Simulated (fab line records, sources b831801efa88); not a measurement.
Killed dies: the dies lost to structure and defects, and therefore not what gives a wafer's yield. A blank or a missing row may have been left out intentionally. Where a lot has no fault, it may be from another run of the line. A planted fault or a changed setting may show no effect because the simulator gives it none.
fab line records | flow gf180mcu | part 1 of 2: steps 1 to 26 of 35
[record] lots = 5 wafers = 15 last_day = 35
route steps=602 shown M5@533 V5@540 TOP_METAL@567
lots with no fault: from the same line, run without faults
start_h: start of the lot's first displayed wafer, in hours after the record's first day | wait_h: hours since the lot's step before | " repeats the value in the row above | L1.1+2: a single row standing in for several wafers | - no value, or no start given | * or withheld: withheld | < > ~ a bound
route shown NAME@n: NAME is a module with steps in the file, n the number in the route of the first one | usual: mean/standard deviation taken from wafers without a fault | same: alike in all rows | chamber/n: place in a boat | sites: each site's reading | _std_site: the standard deviation of these | _edge_site: mean of outer sites minus mean of inner sites | radius_mm: for every site, how far away it sits from the centre of the wafer | mask NAME#n: copy n | behind: the last tool/chamber to shape the wafer | hold: what put the lot on hold/how long, in hours/how the hold closed | device: which transistor (n, p or np) failed to switch | end of line: the same wafers' tests at the end of the route | a step given without rows: its recipe and nothing more | killed: dies lost to structure and defects at the first sort, not the wafer's yield | map: shows each die of a wafer: x if killed, . if not, _ if none is there
set.NAME: the setting the step ran with; set.NAME@STEP: the setting that earlier step ran with | model.NAME: the simulator's own value behind a step, which no gauge read
lots seen at some steps along the route; tables by step, rows by wafer
services: from which hour (start_h, from the record's first day; less than 0 if before it) a tool's chamber was out of use, for how many hours, and why
[[steps]]
[step GF_M5_CD_MEAS_07]
[recipe] target_cd_nm = 280
[usual] cd_nm = 280.2/1.1
// columns lot.wafer tool chamber start_h wait_h cd_nm
L076.2 cd_sem-02 - 674.68 0.1 280.6
L076.3 " - " " 279.7
L076.5 " - " " 278.9
L079.3 cd_sem-02 - 697.53 0.1 281.5
L079.4 " - " " 281.1
L079.5 " - " " 281.6
L082.1 cd_sem-01 - 719.04 0.1 280.8
L082.3 " - " " 281.1
L082.5 " - " " 282.2
L092.1 cd_sem-02 - 775.13 0.1 280.7
L092.2 " - " " 279.3
L092.3 " - " " 279.9
L094.2 cd_sem-02 - 785.33 0.1 281.7
L094.5 " - " " 281.3
L094.6 " - " " 281.2
[step GF_M5_OVL_MEAS_08]
[usual] M5_OVL = 2/5.5
// columns lot.wafer tool chamber start_h wait_h M5_OVL[nm]
L076.2 overlay-02 - 674.79 0.1 -2
L076.3 " - " " 6
L076.5 " - " " -3
L079.3 overlay-02 - 697.62 0.1 0
L079.4 " - " " 1
L079.5 " - " " -6
L082.1 overlay-01 - 719.16 0.1 4
L082.3 " - " " 2
L082.5 " - " " 2
L092.1 overlay-02 - 775.25 0.1 11
L092.2 " - " " 1
L092.3 " - " " 6
L094.2 overlay-02 - 785.44 0.1 3
L094.5 " - " " 0
L094.6 " - " " -5
[step GF_M5_ETCH_09]
[recipe] chemistry = CF4/O2 target = Si3N4 target_depth_nm = 52 source_w = 800 bias_w = 150 pressure_mtorr = 150 cf4_flow_sccm = 80 O2_flow_sccm = 10 time_s = 11.6
[usual] drypump_motor_current_A = 5.8/0.36 oes_product_au = 0.999/0.0098 throttle_valve_pct = 5.970/0.0098
// columns lot.wafer tool chamber start_h wait_h drypump_motor_current_A oes_product_au rf_hours_counter_h throttle_valve_pct
L076.2 rie_diel-03 2 674.82 0.0 6.5 0.996 47 5.987
L076.3 " 0 " " 5.8 0.994 12 5.992
L076.5 " 1 " " 5.9 0.991 - 5.956
L079.3 rie_diel-02 2 697.64 0.0 5.9 1.009 14 5.983
L079.4 " 3 " " 5.4 1.010 5 5.968
L079.5 " 3 " " 5.4 1.002 - 5.962
L082.1 rie_diel-02 0 719.19 0.0 6.2 1.010 5 5.993
L082.3 " 3 " " 5.4 1.004 6 5.982
L082.5 " 0 " " 6.2 0.999 - 5.960
L092.1 rie_diel-03 2 775.29 0.0 6.4 1.012 0 5.966
L092.2 " 3 " " 5.6 1.001 10 5.964
L092.3 " 1 " " 5.9 0.997 15 5.953
L094.2 rie_diel-03 0 785.47 0.0 5.7 0.987 16 5.960
L094.5 " 0 " " 5.7 0.981 - 5.981
L094.6 " 1 " " 5.9 0.996 - 5.956
[step GF_M5_METAL_ETCH_10]
[recipe] chemistry = Cl2/BCl3 mask_material = KrF target_depth_nm = 750.8 stop_on = SiO2 pressure_mtorr = 8 icp_w = 800 bias_w = 140 Cl2_flow_sccm = 80 bcl3_flow_sccm = 40 time_s = 125.1
[usual] drypump_motor_current_A = 5.6/0.49 he_backside_leak_sccm = 3.37/0.28 oes_product_au = 0.992/0.0061 throttle_valve_pct = 28.227/0.01
// columns lot.wafer tool chamber start_h wait_h drypump_motor_current_A he_backside_leak_sccm oes_product_au rf_hours_counter_h throttle_valve_pct
L076.2 rie_metal-04 0 674.84 0.0 6.2 3.31 1.002 13 28.216
L076.3 " 0 " " 6.2 3.23 0.989 - 28.229
L076.5 " 0 " " 6.2 3.18 1.000 - 28.216
L079.3 rie_metal-02 0 697.71 0.1 5.5 3.23 0.988 - 28.214
L079.4 " 1 " " 5.4 3.45 0.988 - 28.228
L079.5 " 0 " " 5.5 3.34 0.989 - 28.226
L082.1 rie_metal-02 1 719.21 0.0 5.4 3.66 0.999 8 28.222
L082.3 " 1 " " 5.4 3.68 0.991 - 28.217
L082.5 " 0 " " 5.5 3.07 0.983 - 28.234
L092.1 rie_metal-01 0 775.31 0.0 5.5 3.42 0.995 13 28.226
L092.2 " 1 " " 6.4 3.52 0.989 0 28.216
L092.3 " 1 " " 6.5 3.50 0.984 - 28.236
L094.2 rie_metal-04 1 785.53 0.1 5.0 3.51 1.000 - 28.220
L094.5 " 1 " " 5.0 3.14 0.997 - 28.221
L094.6 " 1 " " 5.0 3.44 0.990 - 28.211
[step GF_M5_STRIP_11]
[recipe] chemistry = O2/N2 power_w = 1400 pressure_mtorr = 1500 platen_temp_c = 250 o2_flow_sccm = 3000 n2_flow_sccm = 300 overash_fraction = 0.5
[usual] drypump_motor_current_A = 5.8/0.53 heater_power_w = 311/33 oes_product_au = 0.523/0.005 platen_temp_c = 249.96/0.18 strip_time_to_endpoint_s = 7.02/0.064
[same] overash_fraction = 0.5
// columns lot.wafer tool chamber start_h wait_h drypump_motor_current_A heater_power_w oes_product_au platen_temp_c rf_hours_counter_h strip_time_to_endpoint_s
L076.2 plasma_asher-01 0 674.97 0.1 4.9 331 0.517 249.77 58 6.96
L076.3 " 0 " " 4.9 330 0.525 249.98 - 7.03
L076.5 " 1 " " 5.7 273 0.522 250.16 - 7.02
L079.3 plasma_asher-03 1 697.83 0.1 6.6 296 0.526 250.25 - 7.07
L079.4 " 0 " " 5.8 309 0.515 249.86 - 7.03
L079.5 " 1 " " 6.6 298 0.528 250.17 - 7.07
L082.1 plasma_asher-01 1 719.34 0.1 5.7 277 0.525 249.68 63 7.04
L082.3 " 1 " " 5.7 284 0.525 249.84 - 7.06
L082.5 " 0 " " 5.0 338 0.523 249.91 - 7.09
L092.1 plasma_asher-03 0 775.44 0.1 5.8 296 0.527 249.60 33 6.99
L092.2 " 1 " " 6.6 292 0.524 250.14 33 7.00
L092.3 " 0 " " 5.8 294 0.522 249.79 - 7.02
L094.2 plasma_asher-02 0 785.75 0.2 6.0 309 0.522 250.02 90 7.04
L094.5 " 0 " " 5.9 308 0.520 250.10 - 7.03
L094.6 " 1 " " 6.2 389 0.528 249.82 - 7.04
[step GF_M5_STRIP_12]
[recipe] chemistry = post_etch_residue_remover time_s = 1200 temp_c = 72.5
[usual] temp_c = 72.49/0.11
// columns lot.wafer tool chamber start_h wait_h temp_c
L076.2 wet_bench-01 3 675.07 0.1 72.42
L076.3 " 3 " " 72.53
L076.5 " 3 " " 72.41
L079.3 wet_bench-03 1 697.89 0.0 72.70
L079.4 " 1 " " 72.80
L079.5 " 1 " " 72.63
L082.1 wet_bench-01 3 719.44 0.1 72.47
L082.3 " 3 " " 72.50
L082.5 " 3 " " 72.68
L092.1 wet_bench-02 2 775.54 0.1 72.45
L092.2 " 2 " " 72.39
L092.3 " 2 " " 72.55
L094.2 wet_bench-01 2 785.85 0.1 72.78
L094.5 " 2 " " 72.63
L094.6 " 2 " " 72.43
[step GF_M5_CLEAN_13]
[recipe] chemistry = DIW dry = n2_spin
// columns lot.wafer tool chamber start_h wait_h
L076.2+3+5 wet_bench-03 0 675.44 0.0
L079.3+4+5 wet_bench-02 2 698.24 0.0
L082.1+3+5 wet_bench-02 2 719.79 0.0
L092.1+2+3 wet_bench-03 3 775.88 0.0
L094.2+5+6 wet_bench-03 0 786.19 0.0
[step GF_V5_CVD_00]
[recipe] material = SiO2 target_thk_nm = 300 sigma_open_frac = 0.3 temp_c = 400 time_s = 50 sih4_flow_sccm = 60 pressure_mtorr = 6
// columns lot.wafer tool chamber start_h wait_h
L076.2+3+5 hdpcvd-01 0,1,0 675.54 0.0
L079.3+4+5 hdpcvd-01 1,1,0 698.33 0.0
L082.1+3+5 hdpcvd-01 1,0,1 719.89 0.0
L092.1+2+3 hdpcvd-01 1,0,2 775.98 0.0
L094.2+5+6 hdpcvd-01 2,0,1 786.29 0.0
[step GF_V5_THK_MEAS_01]
[recipe] reads = SiO2_of_V5_CVD_00
[usual] V5_CVD_00_THK = 300.9/2.7
// columns lot.wafer tool chamber start_h wait_h V5_CVD_00_THK[nm]
L076.2 film_metro-01 - 675.60 0.0 299.6
L076.3 " - " " 301.2
L076.5 " - " " 300.0
L079.3 film_metro-02 - 698.39 0.0 306.6
L079.4 " - " " 300.0
L079.5 " - " " 297.4
L082.1 film_metro-02 - 719.93 0.0 302.7
L082.3 " - " " 300.1
L082.5 " - " " 304.7
L092.1 film_metro-01 - 776.03 0.0 304.2
L092.2 " - " " 297.8
L092.3 " - " " 299.1
L094.2 film_metro-03 - 786.39 0.1 301.9
L094.5 " - " " 300.2
L094.6 " - " " 301.9
[step GF_V5_CVD_02]
[recipe] material = SiO2 target_thk_nm = 1450 precursor = TEOS temp_c = 400 time_s = 163.28 rf_w = 600
[usual] heater_power_w = 635/75
// columns lot.wafer tool chamber start_h wait_h heater_power_w
L076.2 pecvd-04 1 675.65 0.0 716
L076.3 " 2 " " 744
L076.5 " 0 " " 547
L079.3 pecvd-02 1 698.43 0.0 573
L079.4 " 2 " " 681
L079.5 " 0 " " 592
L082.1 pecvd-02 0 719.99 0.1 612
L082.3 " 2 " " 661
L082.5 " 1 " " 535
L092.1 pecvd-04 2 776.09 0.1 805
L092.2 " 1 " " 737
L092.3 " 0 " " 669
L094.2 pecvd-01 1 786.44 0.0 617
L094.5 " 0 " " 534
L094.6 " 2 " " 603
[step GF_V5_THK_MEAS_03]
[recipe] reads = SiO2_of_V5_CVD_02
[usual] V5_CVD_02_THK = 1442/17
// columns lot.wafer tool chamber start_h wait_h V5_CVD_02_THK[nm]
L076.2 film_metro-01 - 675.77 0.1 1425
L076.3 " - " " 1441
L076.5 " - " " 1431
L079.3 film_metro-03 - 698.56 0.1 1433
L079.4 " - " " 1441
L079.5 " - " " 1447
L082.1 film_metro-02 - 720.10 0.1 1457
L082.3 " - " " 1455
L082.5 " - " " 1479
L092.1 film_metro-03 - 776.20 0.1 1447
L092.2 " - " " 1424
L092.3 " - " " 1438
L094.2 film_metro-03 - 786.56 0.1 1437
L094.5 " - " " 1442
L094.6 " - " " 1441
[step GF_V5_CMP_04]
[recipe] material = SiO2 down_force_psi = 4 platen_rpm = 60 pad_velocity_m_s = 0.94248
[usual] motor_current_A = 11.7/1.3 retaining_ring_pressure_frac = 1.000/0.0051 slurry_flow_ml_min = 150.0/0.52
// columns lot.wafer tool chamber start_h wait_h motor_current_A retaining_ring_pressure_frac slurry_flow_ml_min
L076.3 cmp-02 0 675.82 0.0 11.0 1.001 149.6
L076.2 " 1 " " 14.4 1.005 149.4
L076.5 " 1 " " 13.9 0.992 149.7
L079.3 cmp-01 1 698.60 0.0 10.9 1.002 150.0
L079.4 " 2 " " 11.3 0.997 151.2
L079.5 " 2 " " 11.8 0.999 151.0
L082.3 cmp-01 0 720.26 0.1 12.4 1.005 149.7
L082.1 " 1 " " 11.0 1.000 150.4
L082.5 " 2 " " 11.5 1.003 150.4
L092.3 cmp-02 0 776.26 0.0 11.8 0.997 150.2
L092.2 " 1 " " 14.3 0.997 149.6
L092.1 " 2 " " 12.4 0.999 150.8
L094.2 cmp-02 1 786.61 0.0 13.9 0.995 150.4
L094.6 " 1 " " 14.0 0.997 150.2
L094.5 " 2 " " 11.7 0.995 149.9
[step GF_V5_BOW_MEAS_05]
[recipe] mode = bow
[usual] V5_BOW = 137/9.2
// columns lot.wafer tool chamber start_h wait_h V5_BOW[um]
L076.2 film_metro-01 - 676.14 0.2 136
L076.3 " - " " 139
L076.5 " - " " 129
L079.3 film_metro-03 - 698.94 0.3 147
L079.4 " - " " 153
L079.5 " - " " 138
L082.1 film_metro-01 - 720.46 0.1 151
L082.3 " - " " 145
L082.5 " - " " 146
L092.1 film_metro-01 - 776.56 0.1 133
L092.2 " - " " 108
L092.3 " - " " 129
L094.2 film_metro-01 - 786.93 0.3 126
L094.5 " - " " 139
L094.6 " - " " 131
[step GF_V5_DEHYDRATE_06]
[recipe] temp_c = 200 time_s = 60
[usual] heater_power_total_W = 160.37/0.13
// columns lot.wafer tool chamber start_h wait_h heater_power_total_W
L076.2 litho_track-03 0 686.24 10.1 160.57
L076.3 " 0 " " 160.30
L076.5 " 0 " " 160.37
L079.3 litho_track-01 0 707.74 8.8 160.55
L079.4 " 0 " " 160.62
L079.5 " 0 " " 160.20
L082.1 litho_track-02 0 729.56 9.1 160.20
L082.3 " 0 " " 160.25
L082.5 " 0 " " 160.42
L092.1 litho_track-01 0 784.13 7.6 160.42
L092.2 " 0 " " 160.20
L092.3 " 0 " " 160.54
L094.2 litho_track-03 0 794.44 7.5 160.59
L094.5 " 0 " " 160.61
L094.6 " 0 " " 160.40
[step GF_V5_HMDS_07]
[recipe] prime_time_s = 60 prime_temp_c = 120
// columns lot.wafer tool chamber start_h wait_h
L076.2+3+5 litho_track-03 0 686.39 0.1
L079.3+4+5 litho_track-01 0 707.89 0.1
L082.1+3+5 litho_track-02 0 729.71 0.1
L092.1+2+3 litho_track-01 0 784.28 0.1
L094.2+5+6 litho_track-03 0 794.59 0.1
[step GF_V5_COAT_08]
[recipe] resist = BARC temp_c = withheld time_s = withheld spin_rpm = withheld resist_thk_nm = withheld
// columns lot.wafer tool chamber start_h wait_h
L076.2+3+5 litho_track-03 0 686.54 0.1
L079.3+4+5 litho_track-01 0 708.04 0.1
L082.1+3+5 litho_track-02 0 729.86 0.1
L092.1+2+3 litho_track-01 0 784.43 0.1
L094.2+5+6 litho_track-03 0 794.74 0.1
[step GF_V5_COAT_09]
[recipe] resist = KrF spin_rpm = withheld resist_thk_nm = 1000
// columns lot.wafer tool chamber start_h wait_h
L076.2+3+5 litho_track-03 0 - -
L079.3+4+5 litho_track-01 0 - -
L082.1+3+5 litho_track-02 0 - -
L092.1+2+3 litho_track-01 0 - -
L094.2+5+6 litho_track-03 0 - -
[step GF_V5_SOFTBAKE_10]
[recipe] temp_c = 130 time_s = 60 resist = KrF
[usual] heater_power_total_W = 93.04/0.063
// columns lot.wafer tool chamber start_h wait_h heater_power_total_W
L076.2 litho_track-03 0 - - 93.09
L076.3 " 0 " " 93.05
L076.5 " 0 " " 93.07
L079.3 litho_track-01 0 - - 93.02
L079.4 " 0 " " 93.07
L079.5 " 0 " " 93.03
L082.1 litho_track-02 0 - - 93.16
L082.3 " 0 " " 93.07
L082.5 " 0 " " 93.03
L092.1 litho_track-01 0 - - 93.00
L092.2 " 0 " " 92.98
L092.3 " 0 " " 93.13
L094.2 litho_track-03 0 - - 93.06
L094.5 " 0 " " 93.03
L094.6 " 0 " " 93.09
[step GF_V5_EXPOSE_11]
[recipe] mask_id = Via5 target_cd_nm = 260 na = 0.68 source_shape = conventional sigma_outer = 0.6 dose_mj = 38
// columns lot.wafer tool chamber start_h wait_h mask
L076.2+3+5 krf_scanner-02 0 - - Via5#0
L079.3+4+5 krf_scanner-02 0 - - Via5#0
L082.1+3+5 krf_scanner-01 0 - - Via5#0
L092.1+2+3 krf_scanner-02 0 - - Via5#0
L094.2+5+6 krf_scanner-01 0 - - Via5#0
[step GF_V5_PEB_12]
[recipe] peb_temp_c = 135 peb_time_s = 90 resist = KrF
[usual] heater_power_total_W = 85.69/0.08
// columns lot.wafer tool chamber start_h wait_h heater_power_total_W
L076.2 litho_track-02 0 - - 85.76
L076.3 " 0 " " 85.69
L076.5 " 0 " " 85.69
L079.3 litho_track-02 0 - - 85.75
L079.4 " 0 " " 85.60
L079.5 " 0 " " 85.80
L082.1 litho_track-02 0 - - 85.75
L082.3 " 0 " " 85.74
L082.5 " 0 " " 85.69
L092.1 litho_track-02 0 - - 85.81
L092.2 " 0 " " 85.74
L092.3 " 0 " " 85.71
L094.2 litho_track-03 0 - - 85.71
L094.5 " 0 " " 85.76
L094.6 " 0 " " 85.65
[step GF_V5_DEVELOP_13]
[recipe] develop_time_s = 60 resist = KrF dev_temp_c = 21
[usual] developer_temp_C = 21.00/0.096
// columns lot.wafer tool chamber start_h wait_h developer_temp_C
L076.2 litho_track-02 0 696.84 0.2 20.83
L076.3 " 0 " " 20.99
L076.5 " 0 " " 20.78
L079.3 litho_track-02 0 717.76 0.1 20.89
L079.4 " 0 " " 20.88
L079.5 " 0 " " 20.96
L082.1 litho_track-02 0 739.71 0.2 20.87
L082.3 " 0 " " 20.92
L082.5 " 0 " " 21.12
L092.1 litho_track-02 0 792.66 0.2 21.16
L092.2 " 0 " " 21.10
L092.3 " 0 " " 21.07
L094.2 litho_track-03 0 803.19 0.2 20.94
L094.5 " 0 " " 20.87
L094.6 " 0 " " 20.90
[step GF_V5_CD_MEAS_14]
[recipe] target_cd_nm = 260
[usual] cd_nm = 260.0/1.2
// columns lot.wafer tool chamber start_h wait_h cd_nm
L076.2 cd_sem-02 - 696.98 0.1 260.5
L076.3 " - " " 260.1
L076.5 " - " " 260.8
L079.3 cd_sem-02 - 717.90 0.1 259.7
L079.4 " - " " 260.5
L079.5 " - " " 259.8
L082.1 cd_sem-01 - 739.86 0.1 260.0
L082.3 " - " " 259.5
L082.5 " - " " 259.3
L092.1 cd_sem-02 - 792.85 0.2 259.3
L092.2 " - " " 260.5
L092.3 " - " " 260.1
L094.2 cd_sem-01 - 803.33 0.1 258.7
L094.5 " - " " 259.6
L094.6 " - " " 258.9
[step GF_V5_OVL_MEAS_15]
[usual] V5_OVL = 2/6.9
// columns lot.wafer tool chamber start_h wait_h V5_OVL[nm]
L076.2 overlay-02 - 697.09 0.1 2
L076.3 " - " " 4
L076.5 " - " " -2
L079.3 overlay-02 - 718.00 0.1 4
L079.4 " - " " 5
L079.5 " - " " 8
L082.1 overlay-01 - 739.98 0.1 -8
L082.3 " - " " -8
L082.5 " - " " -8
L092.1 overlay-01 - 792.97 0.1 8
L092.2 " - " " 4
L092.3 " - " " 5
L094.2 overlay-02 - 803.44 0.1 -4
L094.5 " - " " -8
L094.6 " - " " -12
[step GF_V5_ETCH_16]
[recipe] chemistry = N2/H2 target_depth_a = withheld overetch_a = withheld time_s = withheld target = BARC ion_energy_ev = 200 source_w = 500 bias_w = 100 pressure_mtorr = 30 n2_flow_sccm = 100 h2_flow_sccm = 200
[usual] drypump_motor_current_A = 5.8/0.41 oes_product_au = 0.855/0.0052 throttle_valve_pct = 13.225/0.0088
// columns lot.wafer tool chamber start_h wait_h drypump_motor_current_A oes_product_au throttle_valve_pct
L076.2 rie_diel-03 2 697.12 0.0 6.4 0.858 13.220
L076.3 " 3 " " 5.6 0.857 13.226
L076.5 " 1 " " 5.9 0.861 13.210
L079.3 rie_diel-04 0 718.02 0.0 5.0 0.858 13.219
L079.4 " 3 " " 5.8 0.855 13.223
L079.5 " 0 " " 5.0 0.860 13.232
L082.1 rie_diel-04 3 740.02 0.0 5.8 0.856 13.235
L082.3 " 2 " " 5.5 0.854 13.227
L082.5 " 1 " " 5.4 0.859 13.227
L092.1 rie_diel-04 1 793.01 0.0 5.4 0.857 13.225
L092.2 " 2 " " 5.5 0.853 13.244
L092.3 " 3 " " 5.8 0.863 13.210
L094.2 rie_diel-01 2 803.47 0.0 6.2 0.847 13.221
L094.5 " 3 " " 5.0 0.849 13.222
L094.6 " 0 " " 6.2 0.856 13.229
[step GF_V5_ETCH_17]
[recipe] chemistry = C4F8/O2/Ar mask_material = KrF target = SiO2 stop_on = TiN source_w = 1500 bias_w = 1200 pressure_mtorr = 40 c4f8_flow_sccm = withheld O2_flow_sccm = 6 Ar_flow_sccm = 300 time_s = withheld target_depth_a = 8550
[usual] oes_product_au = 0.860/0.0045
// columns lot.wafer tool chamber start_h wait_h oes_product_au
L076.2 rie_diel-03 2 - - 0.866
L076.3 " 3 " " 0.851
L076.5 " 1 " " 0.864
L079.3 rie_diel-04 0 - - 0.854
L079.4 " 3 " " 0.857
L079.5 " 0 " " 0.863
L082.1 rie_diel-04 3 - - 0.859
L082.3 " 2 " " 0.853
L082.5 " 1 " " 0.863
L092.1 rie_diel-04 1 - - 0.857
L092.2 " 2 " " 0.860
L092.3 " 3 " " 0.856
L094.2 rie_diel-01 2 - - 0.846
L094.5 " 3 " " 0.873
L094.6 " 0 " " 0.856
[step GF_V5_STRIP_18]
[recipe] chemistry = O2/N2 power_w = 1400 pressure_mtorr = 1500 platen_temp_c = 250 o2_flow_sccm = 3000 n2_flow_sccm = 300 overash_fraction = 0.5
[usual] drypump_motor_current_A = 5.7/0.41 heater_power_w = 332/39 oes_product_au = 0.570/0.0043 platen_temp_c = 250.01/0.17
[same] overash_fraction = 0.5
// columns lot.wafer tool chamber start_h wait_h drypump_motor_current_A heater_power_w oes_product_au platen_temp_c rf_hours_counter_h
L076.2 plasma_asher-02 0 697.27 - 5.9 303 0.574 250.14 82
L076.3 " 1 " " 6.3 407 0.573 249.79 -
L076.5 " 1 " " 6.2 387 0.566 250.05 -
L079.3 plasma_asher-01 0 718.21 - 4.9 327 0.572 250.24 -
L079.4 " 1 " " 5.7 272 0.567 249.98 -
L079.5 " 0 " " 4.9 335 0.572 250.01 -
L082.1 plasma_asher-02 0 740.17 - 5.9 315 0.571 250.47 85
L082.3 " 0 " " 5.9 309 0.569 250.01 -
L082.5 " 0 " " 5.9 309 0.570 249.95 -
L092.1 plasma_asher-02 0 793.16 - 5.9 307 0.568 249.85 91
L092.2 " 1 " " 6.3 397 0.569 250.04 91
L092.3 " 1 " " 6.3 393 0.572 250.10 -
L094.2 plasma_asher-01 0 803.62 - 4.9 334 0.571 249.91 71
L094.5 " 0 " " 4.9 333 0.562 250.06 -
L094.6 " 1 " " 5.7 290 0.576 249.93 -
